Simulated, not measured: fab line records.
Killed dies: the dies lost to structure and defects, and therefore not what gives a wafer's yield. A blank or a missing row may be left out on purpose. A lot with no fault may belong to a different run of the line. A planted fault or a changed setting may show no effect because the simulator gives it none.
A struck lot beside a sound one || flow sky130 || 15 steps out of a route of 708
Sound: these wafers, L971.1, L971.5, L971.6. Wafers L986.1, L986.3, L986.6 were the ones struck. The cause is given at the end.
For every step that has rows: the tool of each side, followed by ch and its chambers, followed by its first start. Under that, the readings that differ: sound wafers || struck wafers || difference of the means || sigmas: that difference in standard deviations of wafers without a fault.
alike: same words and numbers on both sides, and readings whose means sit less than 2 such deviations apart. not compared: any withheld reading, any reading some wafer has no value for, any bound like >300 that may hide the same value, and any number with overlapping values for which the record gives no deviation.
The two part at a step that has a row with sigmas, a row that says differs or no value, or rows on one side only. Numbers that don't overlap but have no deviation are shown without sigmas and don't part them. A reading that every wafer of one side lacks parts them only if that side has two wafers or more.

first, 5 steps without rows for these wafers: SKY_LDD_N_COAT_02 (resist thk 300 nm); SKY_LDD_N_SOFTBAKE_03 (time 60 s); SKY_LDD_N_EXPOSE_04 (exposes mask NTM, target cd 840 nm); SKY_LDD_N_PEB_05; SKY_LDD_N_DEVELOP_06 (develop time 60 s).
SKY_LDD_N_OVL_MEAS_07:
  sound on overlay-01 at day 19 04:22; struck on overlay-01 at day 24 10:18
  alike: LDD_N_OVL
then, 6 steps without rows for these wafers: SKY_LDD_N_IMPLANT_08; SKY_LDD_N_IMPLANT_09; SKY_LDD_N_IMPLANT_10; SKY_LDD_N_IMPLANT_11; SKY_LDD_N_IMPLANT_12; SKY_LDD_N_IMPLANT_13.
SKY_LDD_N_IMPLANT_14:
  sound on implanter-02 ch 0, day 19 05:19; struck on implanter-01 ch 0, day 24 11:14
{"reading": "beam energy keV", "sound": "49.961 49.983 49.990", "struck": "51.843 51.874 51.833", "difference": "+1.872", "sigmas": "+99 or more"}
{"reading": "model.implant.rp nm (nm)", "sound": "31.7 31.7 31.7", "struck": "32.9 32.9 32.9", "difference": "+1.2", "sigmas": ""}
{"reading": "model.implant.drp nm (nm)", "sound": "18.83 18.83 18.83", "struck": "19.34 19.34 19.34", "difference": "+0.51", "sigmas": ""}
following that, these wafers have no rows for 1 step: SKY_LDD_N_IMPLANT_15.
-- a jump in the record: the struck wafers' starts before and after are 26 days apart (it breaks off in module LDD_N and resumes in module PAD_OPEN, where the first step shown is number 708 of the route) --
SKY_PAD_OPEN_PROBE_99:
  only the struck wafers here have rows in the record (prober-02, day 50 00:08); the sound ones have none

== WHERE THEY PART ==
First at SKY_LDD_N_IMPLANT_14; last, within this record, at SKY_PAD_OPEN_PROBE_99.

WHY: whatever the simulator had introduced
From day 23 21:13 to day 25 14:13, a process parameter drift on implanter-01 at SKY_LDD_N_IMPLANT_14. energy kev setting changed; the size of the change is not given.
